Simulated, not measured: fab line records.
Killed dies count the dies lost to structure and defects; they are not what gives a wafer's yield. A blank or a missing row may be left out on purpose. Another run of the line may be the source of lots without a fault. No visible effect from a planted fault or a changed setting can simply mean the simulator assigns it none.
A lot that was struck, set against a sound lot | flow sky130 | 32 out of 708 route steps
Sound: these wafers, L911.2, L911.5, L911.6. Struck: wafers L928.2, L928.4, L928.5. The cause comes at the end.
For every step that has rows: the tool of each side, followed by ch and its chambers, followed by its first start. Under that, the readings that differ: sound wafers | struck wafers | difference of the means | sigmas: that difference in standard deviations of wafers without a fault.
alike: words and numbers the same on both sides, and readings whose means are apart by under 2 such deviations; not compared: readings that were withheld, readings missing a value for some wafer, numbers with overlapping values and no deviation given by the record, and bounds like >300 which may hide the same value.
A row with sigmas, a row that says differs or no value, or rows on one side alone: a step with any of these is where the two part. Numbers that have no deviation but don't overlap get no sigmas and don't part them. A reading missing from all wafers of one side parts the sides only when that side holds two or more wafers.

SKY_FIELD_ISO_BOW_MEAS_00:
  sound on film_metro-03, day 1 20:01; struck on film_metro-02, day 5 09:01
  alike: INCOMING_BOW
SKY_FIELD_ISO_OXIDATION_01: stabilise 600 s, purge 300 s, target thk 12 nm.
  sound on furnace-01 ch 0, day 1 21:51; struck on furnace-02 ch 0, day 5 09:07
  reading                                          | sound             | struck          | difference | sigmas
  model.SiO2_of_FIELD_ISO_OXIDATION_01.thk_nm (nm) | 11.86 12.19 12.12 | 13.18 13.4 13.5 | +1.30      |
  alike: tube_center_temp_C_max
SKY_FIELD_ISO_THK_MEAS_02:
  sound on film_metro-04, day 1 23:22; struck on film_metro-02, day 5 10:38
  reading                         | sound             | struck            | difference | sigmas
  FIELD_ISO_OXIDATION_00_THK (nm) | 11.86 12.23 12.09 | 13.19 13.43 13.49 | +1.31      | +5
then, 1 step without rows for these wafers: SKY_FIELD_ISO_CVD_03 (deposits Si3N4 from DCS/NH3, target thk 165 nm, time 2830 s).
SKY_FIELD_ISO_THK_MEAS_04:
  sound on film_metro-04, day 2 02:28; struck on film_metro-02, day 5 12:35
  alike: FIELD_ISO_CVD_03_THK
then, 8 steps without rows for these wafers: SKY_FIELD_ISO_DEHYDRATE_05 (time 60 s); SKY_FIELD_ISO_HMDS_06 (prime time 60 s); SKY_FIELD_ISO_COAT_07 (resist thk 60 nm); SKY_FIELD_ISO_COAT_08 (resist thk 450 nm); SKY_FIELD_ISO_SOFTBAKE_09 (time 90 s); SKY_FIELD_ISO_EXPOSE_10 (exposes mask FOM, target cd 150 nm); SKY_FIELD_ISO_PEB_11; SKY_FIELD_ISO_DEVELOP_12 (develop time 60 s).
SKY_FIELD_ISO_CD_MEAS_13 targets a cd of 150 nm.
  sound on cd_sem-02, day 2 17:17; struck on cd_sem-02, day 6 07:06
  alike: cd_nm
SKY_FIELD_ISO_ETCH_14: etches BARC in N2/H2, stops on SiO2, time 45.9 s, target depth 60 nm.
  sound on rie_diel-02 ch 1,2, day 2 17:23; struck on rie_diel-04 ch 0,1, day 6 07:12
  alike: drypump_motor_current_A, oes_product_au, throttle_valve_pct
  not compared: rf_hours_counter_h
SKY_FIELD_ISO_ETCH_15: etches the open film in CHF3/O2, stops on Si, target depth 180 nm, time 72 s.
  sound on rie_diel-02 ch 1,2, day 2 17:26; struck on rie_diel-04 ch 0,1, day 6 07:14
  alike: drypump_motor_current_A, oes_product_au, throttle_valve_pct
  not compared: rf_hours_counter_h
SKY_FIELD_ISO_STRIP_16: strips in O2/N2.
  sound on plasma_asher-02 ch 0,1, day 2 17:29; struck on plasma_asher-01 ch 0,1, day 6 07:18
  alike: drypump_motor_current_A, oes_product_au, strip_time_to_endpoint_s
  not compared: rf_hours_counter_h
SKY_FIELD_ISO_ETCH_17: etches Si in HBr/Cl2/O2, target depth 342 nm, time 97.7 s.
  sound on rie_si-01 ch 0,1,3, day 2 17:35; struck on rie_si-01 ch 0,1,2, day 6 07:24
  alike: drypump_motor_current_A, oes_product_au, throttle_valve_pct
  not compared: rf_hours_counter_h
then, 5 steps without rows for these wafers: SKY_FIELD_ISO_WET_ETCH_18 (etches Si3N4 in H3PO4, target depth 25 nm, time 286 s); SKY_FIELD_ISO_CLEAN_19 (cleans in SC1/SC2, time 150 s); SKY_FIELD_ISO_CLEAN_20 (cleans in dHF, time 20 s); SKY_FIELD_ISO_WET_ETCH_21 (etches SiO2 in dHF, target depth 20 nm, time 400 s); SKY_FIELD_ISO_OXIDATION_22 (stabilise 600 s, purge 300 s, target thk 10 nm).
SKY_FIELD_ISO_THK_MEAS_23:
  sound on film_metro-03, day 2 19:31; struck on film_metro-02, day 6 10:08
  alike: FIELD_ISO_OXIDATION_01_THK
then, 1 step without rows for these wafers: SKY_FIELD_ISO_CVD_24 (deposits SiO2, target thk 595 nm, time 99.2 s).
SKY_FIELD_ISO_THK_MEAS_25:
  sound on film_metro-04, day 2 19:40; struck on film_metro-04, day 6 10:17
  alike: FIELD_ISO_CVD_24_THK
then, 1 step without rows for these wafers: SKY_FIELD_ISO_ANNEAL_26 (time 1800 s).
SKY_FIELD_ISO_CMP_27: polishes, stops on Si3N4, t overpolish 16 s, target thk 457.8 nm.
  sound on cmp-01 ch 0,3, day 2 21:13; struck on cmp-02 ch 1,3, day 6 15:59
  alike: motor_current_A
then, 1 step without rows for these wafers: SKY_FIELD_ISO_WET_ETCH_28 (etches SiO2 in dHF, target depth 23.7 nm, time 47 s).
SKY_FIELD_ISO_WET_ETCH_29: etches Si3N4 in H3PO4, target depth 160 nm, time 1825 s.
  sound on wet_bench-04 ch 2, day 2 21:32; struck on wet_bench-01 ch 3, day 6 16:16
  reading                                          | sound            | struck            | difference | sigmas
  model.SiO2_of_FIELD_ISO_OXIDATION_01.thk_nm (nm) | 11.54 11.87 11.8 | 12.87 13.08 13.19 | +1.31      |
  alike: temp_c
then, 1 step without rows for these wafers: SKY_FIELD_ISO_WET_ETCH_30 (etches SiO2 in dHF, target depth 25 nm, time 50 s).
-- the record jumps here: 44 days lie between the struck wafers' starts before and after (it left off in module FIELD_ISO and takes up again in module PAD_OPEN, whose first step shown is number 708 of the route) --
SKY_PAD_OPEN_PROBE_99:
  sound on prober-01, day 46 08:46; struck on prober-02, day 50 05:29
  reading             | sound    | struck   | difference | sigmas
  killed_at_front_end | 21 25 22 | 11 13 13 | -10        | -2
  killed_dies         | 97 99 97 | 68 60 87 | -26        | -3
  killed_short        | 51 46 51 | 27 30 32 | -20        | -3
  alike: killed_at_M0_to_M3, killed_at_M4_up, killed_at_contacts, killed_at_other, killed_open

WHERE THEY PART
Earliest at SKY_FIELD_ISO_THK_MEAS_02; latest, in this record, at SKY_PAD_OPEN_PROBE_99.

WHY: the cause the simulator had injected
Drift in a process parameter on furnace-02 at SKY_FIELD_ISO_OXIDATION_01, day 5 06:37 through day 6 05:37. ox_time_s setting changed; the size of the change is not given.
